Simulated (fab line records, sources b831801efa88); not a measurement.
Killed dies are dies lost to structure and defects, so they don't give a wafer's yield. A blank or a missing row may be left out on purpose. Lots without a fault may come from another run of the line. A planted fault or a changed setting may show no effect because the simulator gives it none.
fab line records | flow sky130
record lots=5 wafers=15 last_day=49
route steps=708 shown METAL1@448 VIA1@458 METAL2@483 PAD_OPEN@708
lots that met no fault: from a run of the same line without faults
start_h: hours from the record's first day to the start of the lot's first wafer shown | wait_h: hours since the lot's step before | " the same as in the row above | L1.1+2: a row that stands for several wafers | - no value, or no start given | * or withheld: withheld | < > ~ a bound
route shown NAME@n: a module of which the file shows steps, and the number in the route of the first | usual: mean/standard deviation of fault-free wafers | same: alike in all rows | chamber/n: place in a boat | sites: the reading at each site | _std_site: their standard deviation | _edge_site: outer sites' mean less inner sites' | radius_mm: how far each site lies from the wafer's centre | mask NAME#n: copy n | behind: the tool/chamber that last shaped the wafer | hold: why the lot was held/for how many hours/how that ended | device: the transistor (n, p or np) that didn't switch | end of line: the same wafers' tests at the end of the route | a step without rows: its recipe alone | killed: dies lost to structure and defects at the first sort, not the wafer's yield | map: a wafer's dies, x killed, . not, _ none there
set.NAME: the setting as run; set.NAME@STEP: as run at that earlier step | model.NAME: the simulator's own value behind a step, which no gauge read
lots at some steps of the route; a table a step, a row a wafer
services: from which hour (start_h, from the record's first day; less than 0 if before it) a tool's chamber was out of use, for how many hours, and why
## steps
# step SKY_METAL1_DEVELOP_14
# recipe develop_time_s=60 resist=KrF-thick dev_temp_c=20.44
# step SKY_METAL1_CD_MEAS_15
# recipe target_cd_nm=140
# usual cd_nm=140.4/1.7
# columns lot.wafer tool chamber start_h wait_h cd_nm
L358.1 cd_sem-01 - 775.82 - 138.6
L358.4 " - " " 141.1
L358.6 " - " " 139.3
L362.3 cd_sem-02 - 786.96 - 137.8
L362.5 " - " " 139.7
L362.6 " - " " 139.8
L368.3 cd_sem-01 - 847.41 - 140.9
L368.5 " - " " 140.1
L368.6 " - " " 141.2
L370.1 cd_sem-02 - 863.12 - 140.9
L370.2 " - " " 143.4
L370.6 " - " " 142.1
L374.1 cd_sem-02 - 888.25 - 139.5
L374.2 " - " " 140.1
L374.3 " - " " 138.1
# step SKY_METAL1_OVL_MEAS_16
# usual METAL1_OVL=3/4.5
# columns lot.wafer tool chamber start_h wait_h METAL1_OVL[nm]
L358.1 overlay-01 - 775.94 0.1 -6
L358.4 " - " " 8
L358.6 " - " " 5
L362.3 overlay-01 - 787.05 0.1 2
L362.5 " - " " 1
L362.6 " - " " -2
L368.3 overlay-01 - 847.50 0.1 4
L368.5 " - " " 5
L368.6 " - " " 5
L370.1 overlay-02 - 863.24 0.1 -1
L370.2 " - " " -5
L370.6 " - " " -1
L374.1 overlay-02 - 888.37 0.1 12
L374.2 " - " " 6
L374.3 " - " " 7
# step SKY_METAL1_DESCUM_17
# recipe chemistry=O2 source_power_w=150 bias_power_w=0 pressure_mtorr=10 temp_c=40 time_s=8
# usual drypump_motor_current_A=5.4/0.63 oes_product_au=0.996/0.012 rf_fwd_power_W=147.4/0.65
# columns lot.wafer tool chamber start_h wait_h drypump_motor_current_A oes_product_au rf_fwd_power_W rf_hours_counter_h
L358.1 rie_metal-02 1 775.97 0.0 5.3 0.972 148.2 13
L358.4 " 0 " " 5.1 0.995 146.5 -
L358.6 " 0 " " 5.1 0.995 146.0 -
L362.3 rie_metal-03 0 787.08 0.0 5.0 0.994 147.7 -
L362.5 " 0 " " 5.0 0.989 148.1 -
L362.6 " 1 " " 6.6 1.003 146.6 -
L368.3 rie_metal-02 1 847.53 0.0 5.3 0.986 147.0 -
L368.5 " 0 " " 5.1 0.997 146.1 -
L368.6 " 1 " " 5.3 0.985 147.0 -
L370.1 rie_metal-03 0 863.27 0.0 5.0 0.987 148.0 4
L370.2 " 1 " " 6.7 0.987 148.0 8
L370.6 " 0 " " 5.0 0.990 148.1 -
L374.1 rie_metal-02 1 888.41 0.0 5.3 0.977 147.9 17
L374.2 " 0 " " 5.1 1.001 146.8 14
L374.3 " 1 " " 5.3 0.973 147.4 -
# step SKY_METAL1_ETCH_18
# recipe chemistry=N2/H2 target=BARC ion_energy_ev=200 bias_w=100 pressure_mtorr=30 n2_flow_sccm=100 h2_flow_sccm=200 icp_w=500 stop_on=SiO2 time_s=45.9 target_depth_a=600
# usual drypump_motor_current_A=5.4/0.62 oes_product_au=0.855/0.0042 rf_fwd_power_W=495.4/1.6 throttle_valve_pct=13.225/0.0086
# columns lot.wafer tool chamber start_h wait_h drypump_motor_current_A oes_product_au rf_fwd_power_W rf_hours_counter_h throttle_valve_pct
L358.1 rie_metal-02 1 776.01 0.0 5.2 0.859 494.6 13 13.227
L358.4 " 0 " " 5.1 0.855 495.1 - 13.229
L358.6 " 0 " " 5.1 0.858 492.6 - 13.234
L362.3 rie_metal-03 0 787.13 0.0 5.0 0.855 495.4 - 13.220
L362.5 " 0 " " 5.1 0.852 496.7 - 13.223
L362.6 " 1 " " 6.6 0.849 490.3 - 13.230
L368.3 rie_metal-02 1 847.58 0.0 5.2 0.852 494.3 - 13.219
L368.5 " 0 " " 5.1 0.851 495.3 - 13.225
L368.6 " 1 " " 5.3 0.853 496.2 - 13.227
L370.1 rie_metal-03 0 863.31 0.0 5.1 0.861 499.2 4 13.214
L370.2 " 1 " " 6.6 0.851 496.4 8 13.230
L370.6 " 0 " " 5.0 0.857 496.7 - 13.223
L374.1 rie_metal-02 1 888.44 0.0 5.3 0.856 494.7 17 13.200
L374.2 " 0 " " 5.1 0.853 495.3 14 13.247
L374.3 " 1 " " 5.3 0.859 492.9 - 13.236
# step SKY_METAL1_METAL_ETCH_19
# recipe target_depth_a=3600 stop_on=SiO2 over_etch_frac=0.3 time_s=78 chemistry=Cl2/BCl3 resist_sidewall_deg=88 pressure_mtorr=10 icp_w=900 bias_w=48.5 Cl2_flow_sccm=60 bcl3_flow_sccm=30
# step SKY_METAL1_STRIP_20
# recipe chemistry=O2/N2 power_w=1400 pressure_mtorr=1500 platen_temp_c=withheld o2_flow_sccm=3000 n2_flow_sccm=300 overash_fraction=0.5
# step SKY_METAL1_STRIP_21
# recipe chemistry=post_etch_residue_remover time_s=1200 temp_c=72.5
# step SKY_METAL1_CLEAN_22
# recipe chemistry=IPA time_s=180 temp_c=25
# step SKY_METAL1_CLEAN_23
# recipe chemistry=O3/DIW dry=n2_spin
# step SKY_VIA1_HDPCVD_00
# recipe material=SiO2 target_thk_nm=1030 sigma_open_frac=0.3 time_s=171.7 temp_c=400 sih4_flow_sccm=60 pressure_mtorr=6
# step SKY_VIA1_THK_MEAS_01
# recipe reads=SiO2_of_VIA1_HDPCVD_00
# usual VIA1_HDPCVD_THK=1027/11
# columns lot.wafer tool chamber start_h wait_h VIA1_HDPCVD_THK[nm]
L358.1 film_metro-03 - 776.93 0.1 1029
L358.4 " - " " 1027
L358.6 " - " " 1015
L362.3 film_metro-04 - 788.42 0.1 1013
L362.5 " - " " 1021
L362.6 " - " " 1011
L368.3 film_metro-03 - 848.43 0.1 1028
L368.5 " - " " 1036
L368.6 " - " " 1038
L370.1 film_metro-04 - 864.16 0.1 1026
L370.2 " - " " 1015
L370.6 " - " " 1025
L374.1 film_metro-01 - 889.64 0.1 1031
L374.2 " - " " 1036
L374.3 " - " " 1034
# step SKY_VIA1_CMP_02
# recipe material=SiO2 down_force_psi=4 platen_rpm=60 pad_velocity_m_s=0.94248
# usual motor_current_A=11.7/1.2
# columns lot.wafer tool chamber start_h wait_h motor_current_A
L358.1 cmp-01 0 777.04 0.1 10.3
L358.4 " 2 " " 10.6
L358.6 " 3 " " 13.3
L362.3 cmp-01 1 788.68 0.3 13.0
L362.6 " 0 " " 10.2
L362.5 " 1 " " 13.1
L368.3 cmp-01 2 848.62 0.2 11.3
L368.5 " 3 " " 14.7
L368.6 " 0 " " 10.6
L370.2 cmp-01 1 864.27 0.1 12.8
L370.1 " 2 " " 10.8
L370.6 " 1 " " 12.8
L374.1 cmp-01 2 889.70 0.1 11.5
L374.3 " 3 " " 13.0
L374.2 " 0 " " 10.1
# step SKY_VIA1_BOW_MEAS_03
# recipe mode=bow
# usual VIA1_BOW=81/7.7
# columns lot.wafer tool chamber start_h wait_h VIA1_BOW[um]
L358.1 film_metro-03 - 777.29 0.2 81
L358.4 " - " " 74
L358.6 " - " " 79
L362.3 film_metro-03 - 788.97 0.2 84
L362.5 " - " " 82
L362.6 " - " " 73
L368.3 film_metro-04 - 848.81 0.1 73
L368.5 " - " " 74
L368.6 " - " " 74
L370.1 film_metro-04 - 864.52 0.1 82
L370.2 " - " " 82
L370.6 " - " " 79
L374.1 film_metro-04 - 890.00 0.2 80
L374.2 " - " " 74
L374.3 " - " " 85
# step SKY_VIA1_DEHYDRATE_04
# recipe temp_c=200 time_s=60
# step SKY_VIA1_HMDS_05
# recipe prime_time_s=60 prime_temp_c=120
# step SKY_VIA1_COAT_06
# recipe resist=BARC temp_c=withheld time_s=withheld spin_rpm=3000 resist_thk_nm=60
# step SKY_VIA1_COAT_07
# recipe resist=KrF-thick spin_rpm=3000 resist_thk_nm=457.1
# step SKY_VIA1_SOFTBAKE_08
# recipe temp_c=100 time_s=90 resist=KrF-thick
# step SKY_VIA1_EXPOSE_09
# recipe mask_id=VIM na=0.8 source_shape=annular sigma_inner=0.55 sigma_outer=0.85 target_cd_nm=150 dose_mj=38
# step SKY_VIA1_PEB_10
# recipe peb_temp_c=withheld peb_time_s=withheld resist=KrF-thick
# step SKY_VIA1_DEVELOP_11
# recipe develop_time_s=60 resist=KrF-thick dev_temp_c=21
# step SKY_VIA1_CD_MEAS_12
# recipe target_cd_nm=150
# usual cd_nm=150.0/1.8
# columns lot.wafer tool chamber start_h wait_h cd_nm
L358.1 cd_sem-01 - 804.05 - 148.9
L358.4 " - " " 148.6
L358.6 " - " " 149.9
L362.3 cd_sem-01 - 815.44 - 151.3
L362.5 " - " " 148.9
L362.6 " - " " 150.8
L368.3 cd_sem-02 - 874.41 - 149.2
L368.5 " - " " 148.2
L368.6 " - " " 149.0
L370.1 cd_sem-01 - 889.98 - 150.2
L370.2 " - " " 150.8
L370.6 " - " " 150.0
L374.1 cd_sem-02 - 914.80 - 150.7
L374.2 " - " " 152.0
L374.3 " - " " 151.2
# step SKY_VIA1_OVL_MEAS_13
# usual VIA1_OVL=-1/5
# columns lot.wafer tool chamber start_h wait_h VIA1_OVL[nm]
L358.1 overlay-01 - 804.17 0.1 -1
L358.4 " - " " 1
L358.6 " - " " -1
L362.3 overlay-01 - 815.53 0.1 3
L362.5 " - " " 1
L362.6 " - " " 3
L368.3 overlay-01 - 874.50 0.1 -4
L368.5 " - " " -1
L368.6 " - " " -1
L370.1 overlay-01 - 890.10 0.1 0
L370.2 " - " " 0
L370.6 " - " " -6
L374.1 overlay-02 - 914.92 0.1 -9
L374.2 " - " " -7
L374.3 " - " " -10
# step SKY_VIA1_ETCH_14
# recipe chemistry=N2/H2 target=BARC ion_energy_ev=200 source_w=500 bias_w=100 pressure_mtorr=30 n2_flow_sccm=100 h2_flow_sccm=200 stop_on=SiO2 time_s=45.9 target_depth_a=600
# usual drypump_motor_current_A=5.6/0.62 oes_product_au=0.855/0.0048 rf_fwd_power_W=494.6/2.2 throttle_valve_pct=13.226/0.009
# columns lot.wafer tool chamber start_h wait_h drypump_motor_current_A oes_product_au rf_fwd_power_W rf_hours_counter_h throttle_valve_pct
L358.1 rie_diel-04 1 804.21 0.0 6.3 0.853 493.1 5 13.217
L358.4 " 0 " " 5.5 0.847 491.3 10 13.224
L358.6 " 2 " " 6.3 0.857 494.6 - 13.220
L362.3 rie_diel-01 0 815.56 0.0 6.5 0.853 493.1 11 13.237
L362.5 " 2 " " 5.3 0.859 495.5 - 13.229
L362.6 " 1 " " 4.7 0.855 499.7 - 13.236
L368.3 rie_diel-01 2 874.52 0.0 5.3 0.861 494.7 20 13.212
L368.5 " 0 " " 6.5 0.860 495.9 - 13.237
L368.6 " 1 " " 4.7 0.858 499.2 - 13.217
L370.1 rie_diel-01 2 890.14 0.0 5.3 0.861 493.6 20 13.207
L370.2 " 3 " " 5.3 0.855 496.5 9 13.229
L370.6 " 2 " " 5.3 0.852 494.1 - 13.226
L374.1 rie_diel-04 0 914.96 0.0 5.4 0.854 491.8 14 13.225
L374.2 " 3 " " 6.1 0.851 492.9 26 13.215
L374.3 " 2 " " 6.3 0.854 496.9 7 13.220
# step SKY_VIA1_ETCH_15
# recipe target=SiO2 chemistry=C4F8/O2/Ar target_depth_nm=351 stop_on=TiN mask_material=KrF-thick source_w=1500 bias_w=1200 pressure_mtorr=40 c4f8_flow_sccm=withheld O2_flow_sccm=6 Ar_flow_sccm=300 time_s=54
# step SKY_VIA1_STRIP_16
# recipe chemistry=O2/N2 power_w=1400 pressure_mtorr=1500 platen_temp_c=withheld o2_flow_sccm=3000 n2_flow_sccm=300 overash_fraction=0.5
# usual drypump_motor_current_A=5.5/0.46 oes_product_au=0.419/0.0048 strip_time_to_endpoint_s=4.542/0.027
# columns lot.wafer tool chamber start_h wait_h drypump_motor_current_A oes_product_au rf_hours_counter_h strip_time_to_endpoint_s
L358.1 plasma_asher-03 1 804.30 0.0 5.3 0.421 35 4.542
L358.4 " 1 " " 5.3 0.420 - 4.548
L358.6 " 1 " " 5.3 0.417 - 4.511
L362.3 plasma_asher-03 0 815.68 0.1 5.1 0.418 - 4.513
L362.5 " 0 " " 5.1 0.409 - 4.506
L362.6 " 1 " " 5.3 0.423 - 4.498
L368.3 plasma_asher-01 1 874.64 0.1 6.0 0.415 - 4.536
L368.5 " 1 " " 6.0 0.417 - 4.540
L368.6 " 0 " " 6.2 0.422 - 4.523
L370.1 plasma_asher-04 0 890.22 0.0 5.4 0.418 76 4.540
L370.2 " 1 " " 4.9 0.424 76 4.567
L370.6 " 1 " " 4.9 0.428 - 4.522
L374.1 plasma_asher-01 1 915.05 0.0 6.0 0.421 16 4.551
L374.2 " 0 " " 6.2 0.422 16 4.551
L374.3 " 1 " " 6.1 0.416 - 4.509
# step SKY_VIA1_STRIP_17
# recipe chemistry=post_etch_residue_remover time_s=1200 temp_c=72.5
# step SKY_VIA1_CLEAN_18
# recipe chemistry=IPA time_s=180 temp_c=25
# step SKY_VIA1_CLEAN_19
# recipe chemistry=O3/DIW dry=n2_spin
# step SKY_VIA1_SPUTTER_20
# recipe material=TiN target_thk_nm=20 chamber_pressure_pa=5 power_w=4000 time_s=80
# step SKY_VIA1_CVD_21
# recipe material=W target_thk_nm=270 time_s=80.902 temp_c=400 pressure_torr=40
# usual heater_power_w=851/70
# columns lot.wafer tool chamber start_h wait_h heater_power_w
L358.1 cvd_w-01 1 804.96 0.0 894
L358.4 " 1 " " 894
L358.6 " 1 " " 880
L362.3 cvd_w-02 1 816.37 0.1 745
L362.5 " 0 " " 951
L362.6 " 1 " " 759
L368.3 cvd_w-02 1 875.30 0.1 750
L368.5 " 1 " " 734
L368.6 " 0 " " 962
L370.1 cvd_w-01 0 890.88 0.0 823
L370.2 " 1 " " 906
L370.6 " 1 " " 908
L374.1 cvd_w-01 0 915.71 0.0 833
L374.2 " 1 " " 887
L374.3 " 0 " " 844
# step SKY_VIA1_RS_MEAS_22
# recipe thk_meas_gauge=four-point-probe reads=W_of_VIA1_CVD_21+TiN_of_VIA1_SPUTTER_20
# usual VIA1_W_RS=0.427/0.0052
# columns lot.wafer tool chamber start_h wait_h VIA1_W_RS[ohm/sq]
L358.1 film_metro-01 - 805.05 0.1 0.426
L358.4 " - " " 0.425
L358.6 " - " " 0.425
L362.3 film_metro-03 - 816.47 0.1 0.427
L362.5 " - " " 0.427
L362.6 " - " " 0.430
L368.3 film_metro-04 - 875.40 0.1 0.423
L368.5 " - " " 0.421
L368.6 " - " " 0.422
L370.1 film_metro-04 - 890.97 0.1 0.421
L370.2 " - " " 0.420
L370.6 " - " " 0.420
L374.1 film_metro-04 - 915.80 0.1 0.433
L374.2 " - " " 0.423
L374.3 " - " " 0.430
# step SKY_VIA1_THK_MEAS_23
# recipe thk_meas_gauge=xrf reads=W_of_VIA1_CVD_21
# usual VIA1_W_THK=272/3.4
# columns lot.wafer tool chamber start_h wait_h VIA1_W_THK[nm]
L358.1 film_metro-01 - 805.17 0.1 272
L358.4 " - " " 274
L358.6 " - " " 273
L362.3 film_metro-03 - 816.57 0.1 272
L362.5 " - " " 273
L362.6 " - " " 272
L368.3 film_metro-04 - 875.50 0.1 274
L368.5 " - " " 278
L368.6 " - " " 275
L370.1 film_metro-04 - 891.09 0.1 276
L370.2 " - " " 277
L370.6 " - " " 275
L374.1 film_metro-04 - 915.92 0.1 270
L374.2 " - " " 275
L374.3 " - " " 272
# step SKY_VIA1_CMP_24
# recipe stop_on=SiO2 t_overpolish_s=15 down_force_psi=3.5 platen_rpm=60 target_thk_nm=0 pad_velocity_m_s=0.94248
# step SKY_METAL2_SPUTTER_00
# recipe material=Ti target_thk_nm=15 power_w=3000 time_s=10 chamber_pressure_pa=0.4
# step SKY_METAL2_SPUTTER_01
# recipe material=TiN target_thk_nm=20 power_w=6500 time_s=16.7 chamber_pressure_pa=0.4
# step SKY_METAL2_SPUTTER_02
# recipe material=AlCu target_thk_nm=250 power_w=10600 time_s=13.3 chamber_pressure_pa=0.4
# step SKY_METAL2_SPUTTER_03
# recipe material=Ti target_thk_nm=5 power_w=3000 time_s=3.3 chamber_pressure_pa=0.4
# step SKY_METAL2_SPUTTER_04
# recipe material=TiN target_thk_nm=70 power_w=6500 time_s=58.3 chamber_pressure_pa=0.4
# step SKY_METAL2_RS_MEAS_05
# recipe thk_meas_gauge=four-point-probe reads=TiN_of_METAL2_SPUTTER_04+Ti_of_METAL2_SPUTTER_03+AlCu_of_METAL2_SPUTTER_02+TiN_of_METAL2_SPUTTER_01+Ti_of_METAL2_SPUTTER_00
# usual METAL2_ALCU_RS=0.1268/0.0012
# columns lot.wafer tool chamber start_h wait_h METAL2_ALCU_RS[ohm/sq]
L358.1 film_metro-02 - 805.83 0.0 0.1292
L358.4 " - " " 0.1276
L358.6 " - " " 0.1272
L362.3 film_metro-04 - 817.09 0.1 0.1265
L362.5 " - " " 0.1265
L362.6 " - " " 0.1270
L368.3 film_metro-02 - 876.02 0.1 0.1287
L368.5 " - " " 0.1280
L368.6 " - " " 0.1278
L370.1 film_metro-04 - 891.59 0.0 0.1270
L370.2 " - " " 0.1284
L370.6 " - " " 0.1272
L374.1 film_metro-04 - 916.44 0.0 0.1273
L374.2 " - " " 0.1269
L374.3 " - " " 0.1267
# step SKY_METAL2_THK_MEAS_06
# recipe thk_meas_gauge=xrf reads=AlCu_of_METAL2_SPUTTER_02
# usual METAL2_ALCU_THK=252.4/2.9
# columns lot.wafer tool chamber start_h wait_h METAL2_ALCU_THK[nm]
L358.1 film_metro-02 - 805.95 0.1 247.3
L358.4 " - " " 250.1
L358.6 " - " " 251.0
L362.3 film_metro-04 - 817.19 0.1 251.3
L362.5 " - " " 251.6
L362.6 " - " " 252.4
L368.3 film_metro-02 - 876.12 0.1 248.5
L368.5 " - " " 251.5
L368.6 " - " " 252.6
L370.1 film_metro-04 - 891.71 0.1 249.3
L370.2 " - " " 247.4
L370.6 " - " " 250.1
L374.1 film_metro-04 - 916.56 0.1 251.4
L374.2 " - " " 250.0
L374.3 " - " " 251.9
# step SKY_PAD_OPEN_PROBE_99
# usual defect_limited_yield=82.3/2 killed_at_M0_to_M3=43/7.1 killed_at_M4_up=3/1.7 killed_at_contacts=25/5.6 killed_at_front_end=16/4.1 killed_at_other=0.2/0.49 killed_dies=87/9.8 killed_on_rim=17/3.8 killed_open=47/7.6 killed_short=40/6.1 sort_bin_3_pad_short=0.9/0.44 sort_bin_5_function=10.5/1.6 sort_bin_6_memory=6.3/1 sort_n_pass=405/9.8 sort_yield_pct=82.3/2
# same gross_dies=492 killed_at_back_side=0 sort_bin_4_leakage[%]=0 sort_bin_8_speed[%]=0
# columns lot.wafer tool chamber start_h wait_h defect_limited_yield[%] killed_at_M0_to_M3 killed_at_M4_up killed_at_contacts killed_at_front_end killed_at_other killed_dies killed_on_rim killed_open killed_short sort_bin_3_pad_short[%] sort_bin_5_function[%] sort_bin_6_memory[%] sort_n_pass sort_yield_pct[%] model.etest.tester.sort_n_pass model.etest.tester.sort_yield_pct model.etest.tester.sort_bin_5_pct model.etest.tester.sort_bin_6_pct model.etest.tester.sort_bin_3_pct
L358.1 prober-01 - 1085.42 0.1 80.1 51 6 23 17 1 98 17 57 41 0.8 13.4 5.7 394 80.1 394 80.08 13.41 5.691 0.813
L358.4 prober-01 - 1085.57 0.2 79.1 40 3 40 19 1 103 17 64 39 1.2 11.8 7.9 389 79.1 389 79.06 11.79 7.927 1.22
L358.6 prober-01 - 1085.67 0.2 80.5 40 6 28 21 1 96 19 54 42 1.4 10.4 7.7 396 80.5 396 80.49 10.37 7.724 1.423
L362.3 prober-01 - 1093.29 0.2 86.0 26 2 31 10 0 69 11 39 30 0 8.9 5.1 423 86.0 423 85.98 8.943 5.081 0
L362.5 prober-01 - 1093.39 0.2 85.2 35 2 18 18 0 73 13 43 30 0.6 8.9 5.3 419 85.2 419 85.16 8.943 5.285 0.6098
L362.6 prober-01 - 1093.44 0.2 81.1 47 0 31 15 0 93 20 48 45 1.2 11.4 6.3 399 81.1 399 81.1 11.38 6.301 1.22
L368.3 prober-01 - 1138.74 0.2 79.9 46 2 28 22 1 99 24 58 41 0.6 12.8 6.7 393 79.9 393 79.88 12.8 6.707 0.6098
L368.5 prober-01 - 1138.84 0.2 82.3 44 4 26 13 0 87 19 50 37 1.2 9.6 6.9 405 82.3 405 82.32 9.553 6.911 1.22
L368.6 prober-01 - 1138.89 0.2 81.9 45 6 24 14 0 89 24 60 29 0.4 12.0 5.7 403 81.9 403 81.91 11.99 5.691 0.4065
L370.1 prober-01 - 1148.57 0.1 81.7 46 4 22 18 0 90 11 40 50 1.4 9.3 7.5 402 81.7 402 81.71 9.35 7.52 1.423
L370.2 prober-01 - 1148.62 0.1 85.4 42 2 15 13 0 72 9 38 34 0.6 8.9 5.1 420 85.4 420 85.37 8.943 5.081 0.6098
L370.6 prober-01 - 1148.82 0.2 78.9 47 4 32 21 0 104 18 61 43 1.0 13.4 6.7 388 78.9 388 78.86 13.41 6.707 1.016
L374.1 prober-02 - 1167.54 0.1 81.9 45 0 31 13 0 89 22 54 35 0.6 11.6 5.9 403 81.9 403 81.91 11.59 5.894 0.6098
L374.2 prober-02 - 1167.59 0.1 55.1 179 2 24 15 1 221 47 38 32 2.8 28.5 13.6 271 55.1 271 55.08 28.46 13.62 2.846
L374.3 prober-02 - 1167.64 0.2 83.5 44 0 24 13 0 81 20 37 44 0.8 8.7 6.9 411 83.5 411 83.54 8.74 6.911 0.813
# killed by level:class
L358.1 CONTACT:geometric_particle:open=12 VIA3:geometric_particle:open=11 METAL2:geometric_particle:short=8 VIA1:geometric_particle:open=7 VIA1:geometric_particle:short=6 FIELD_ISO:geometric_particle:open=5 VIA2:geometric_particle:open=5 METAL4:geometric_particle:short=5
L358.4 CONTACT:geometric_particle:open=14 LI_CONTACT:geometric_particle:open=12 VIA1:geometric_particle:open=8 VIA3:geometric_particle:open=7 LOCAL_INTERCONNECT:geometric_particle:short=7 METAL2:geometric_particle:short=7 VIA2:geometric_particle:open=7 POLY_GATE:geometric_particle:open=6
L358.6 LI_CONTACT:geometric_particle:open=13 VIA1:geometric_particle:open=11 POLY_GATE:geometric_particle:open=8 POLY_GATE:geometric_particle:short=5 VIA1:geometric_particle:short=5 VIA2:geometric_particle:open=5 FIELD_ISO:geometric_particle:open=4 LOCAL_INTERCONNECT:geometric_particle:short=4
L362.3 CONTACT:geometric_particle:open=10 VIA1:geometric_particle:open=8 LI_CONTACT:geometric_particle:open=7 CONTACT:geometric_particle:short=5 VIA2:geometric_particle:open=5 LOCAL_INTERCONNECT:geometric_particle:short=4 METAL1:geometric_particle:short=4 FIELD_ISO:geometric_particle:short=3
L362.5 LI_CONTACT:geometric_particle:open=10 VIA3:geometric_particle:open=7 VIA2:geometric_particle:open=6 POLY_GATE:geometric_particle:open=5 VIA1:geometric_particle:short=5 VIA1:geometric_particle:open=5 SPACER:geometric_particle:short=4 LOCAL_INTERCONNECT:geometric_particle:short=4
L362.6 VIA1:geometric_particle:open=11 CONTACT:geometric_particle:open=10 LI_CONTACT:geometric_particle:open=9 VIA1:geometric_particle:short=9 VIA3:geometric_particle:short=7 VIA3:geometric_particle:open=5 POLY_GATE:geometric_particle:short=4 POLY_GATE:geometric_particle:open=4
L368.3 VIA1:geometric_particle:open=10 CONTACT:geometric_particle:short=9 FIELD_ISO:geometric_particle:open=8 VIA2:geometric_particle:open=8 CONTACT:geometric_particle:open=7 LI_CONTACT:geometric_particle:open=7 METAL1:geometric_particle:short=7 VIA3:geometric_particle:open=6
L368.5 CONTACT:geometric_particle:open=12 VIA1:geometric_particle:open=9 FIELD_ISO:geometric_particle:open=7 VIA3:geometric_particle:open=7 VIA1:geometric_particle:short=6 VIA2:geometric_particle:open=6 METAL2:geometric_particle:short=5 FIELD_ISO:geometric_particle:short=4
L368.6 VIA1:geometric_particle:open=18 LI_CONTACT:geometric_particle:open=9 VIA3:geometric_particle:open=8 CONTACT:geometric_particle:open=7 FIELD_ISO:geometric_particle:short=4 LOCAL_INTERCONNECT:geometric_particle:short=4 VIA2:geometric_particle:open=4 CONTACT:geometric_particle:short=3
L370.1 VIA1:geometric_particle:open=11 VIA1:geometric_particle:short=8 LI_CONTACT:geometric_particle:open=7 METAL3:geometric_particle:short=6 LOCAL_INTERCONNECT:geometric_particle:short=5 CONTACT:geometric_particle:short=5 FIELD_ISO:geometric_particle:open=4 CONTACT:geometric_particle:open=4
L370.2 VIA2:geometric_particle:open=8 VIA1:geometric_particle:open=6 VIA1:geometric_particle:short=5 LI_CONTACT:geometric_particle:open=5 CONTACT:geometric_particle:open=5 METAL2:geometric_particle:short=5 FIELD_ISO:geometric_particle:short=4 POLY_GATE:geometric_particle:open=4
L370.6 VIA1:geometric_particle:open=11 CONTACT:geometric_particle:open=10 LI_CONTACT:geometric_particle:open=8 VIA2:geometric_particle:open=8 LOCAL_INTERCONNECT:geometric_particle:short=7 CONTACT:geometric_particle:short=6 VIA1:geometric_particle:short=6 FIELD_ISO:geometric_particle:open=5
L374.1 CONTACT:geometric_particle:open=15 VIA1:geometric_particle:open=12 VIA2:geometric_particle:open=10 LI_CONTACT:geometric_particle:open=8 POLY_GATE:geometric_particle:short=6 VIA3:geometric_particle:short=5 LI_CONTACT:geometric_particle:short=4 VIA3:geometric_particle:open=4
L374.2 VIA1:unspecified=151 CONTACT:geometric_particle:open=12 FIELD_ISO:geometric_particle:short=7 VIA3:geometric_particle:open=7 LI_CONTACT:geometric_particle:open=6 METAL1:geometric_particle:short=5 FIELD_ISO:geometric_particle:open=4 CONTACT:geometric_particle:short=3
L374.3 VIA1:geometric_particle:open=11 LI_CONTACT:geometric_particle:open=10 VIA3:geometric_particle:open=6 FIELD_ISO:geometric_particle:short=5 CONTACT:geometric_particle:short=5 METAL1:geometric_particle:short=5 VIA1:geometric_particle:short=5 VIA2:geometric_particle:short=5
# map L374.2 (x killed, . not)
__________xx.xx.x..x_________
________.x.x...xx.x..._______
______xxxx..x.x...xx.x.._____
_____....x..xxx...xxxx...____
____x.x.x...xx...xxxx.xx..___
___x..x...x........x....x.x__
__xxx..xxx...xxxxxx..xxxxx.x_
_..xxxxx.x..x..xxxx.xxx..xxxx
_x......x.xx..x..x..x..x..xx.
_.....x.x..x.xx..xx.x...x....
_..x..xxxx.xx..xxx..xx..x...x
_xxx...xxx......x.x..xx...x.x
_xxx.xxx.xxx.xx.x.x.......x..
_...xx...x...xx.xx...xx..xx..
_........xx.....x.xxxx.xx..x.
__xx..xx.x...xxx.....xx.xx.x_
___x..x....x.x..x..x.x..xx.__
____xx..x...x..x.xx....xx.___
_____.xx..xxx..x.x.xx....____
______..x.x..x.x.x.x..xx_____
________....x..x....xx_______
__________.x.xxxxxxx_________
# map L370.6 (x killed, . not)
__________..x......._________
________.x...xx....x.._______
______.x.x....x........._____
_____x.........x...xx....____
____.........x....x.x.xx.x___
___....xx..x..x..x....x....__
__.......x.x..xx.x.........x_
_x.........xx........xx...x..
_x.x.x.............x....x..x.
_.............x..x...x.....x.
_.x........x.xx.....xx.....x.
_......x...........x.........
_x...x.x..x...x.x..x...xx..xx
_......x..x.x.xx...x.x..x..xx
_...xx...x.......xx..x.......
__.....x................x..._
___x..x......x......x...x.x__
____x.x............x..x...___
_____........x.x...xxx...____
______x.............x..._____
________.........x...._______
__________...x..x..._________
## services
# columns tool chamber start_h hours kind
plasma_asher-01 - 753.33 0.5 repair
rie_diel-01 0 757.15 8.7 repair
plasma_asher-04 - 761.79 11.5 repair
rie_diel-04 3 762.48 2.7 repair
cvd_w-02 - 771.06 1.6 repair
cmp-01 - 773.26 1.7 repair
cvd_w-01 - 775.66 28.1 pm
rie_diel-04 - 778.18 0.8 repair
cvd_w-02 - 779.96 0.8 repair
cmp-01 - 822.94 3.6 pm
cmp-01 - 831.97 3.4 repair
plasma_asher-01 - 837.66 5.8 repair
rie_diel-04 - 837.69 2.3 repair
cmp-01 - 854.05 3.3 pm
plasma_asher-01 - 867.15 0.5 repair
rie_metal-02 - 903.07 0.6 repair
cvd_w-02 - 904.00 14.0 pm
cvd_w-02 0 904.00 14.0 vent_cycle
cvd_w-02 1 904.00 14.0 vent_cycle
plasma_asher-03 - 908.74 1.4 repair
cmp-01 - 912.00 4.0 pm
## key
first_sign step=SKY_PAD_OPEN_PROBE_99 reading=killed_at_M0_to_M3 direction=up sigmas=19 usual=43 struck=179
effect step=SKY_PAD_OPEN_PROBE_99 reading=defect_limited_yield direction=down sigmas=14 usual=82.3 struck=55.1
model_effect step=SKY_PAD_OPEN_PROBE_99 value=etest.tester.sort_n_pass without=413 struck=271
met_at SKY_VIA1_CMP_02
struck_wafers L374.2
onset_between 848.62 889.70
fault kind=chamber_particle_source tool=cmp-01 chamber=0 onset_h=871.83 steps=SKY_VIA1_CMP_02 rate_per_visit_cm2=0.71871 end_h=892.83
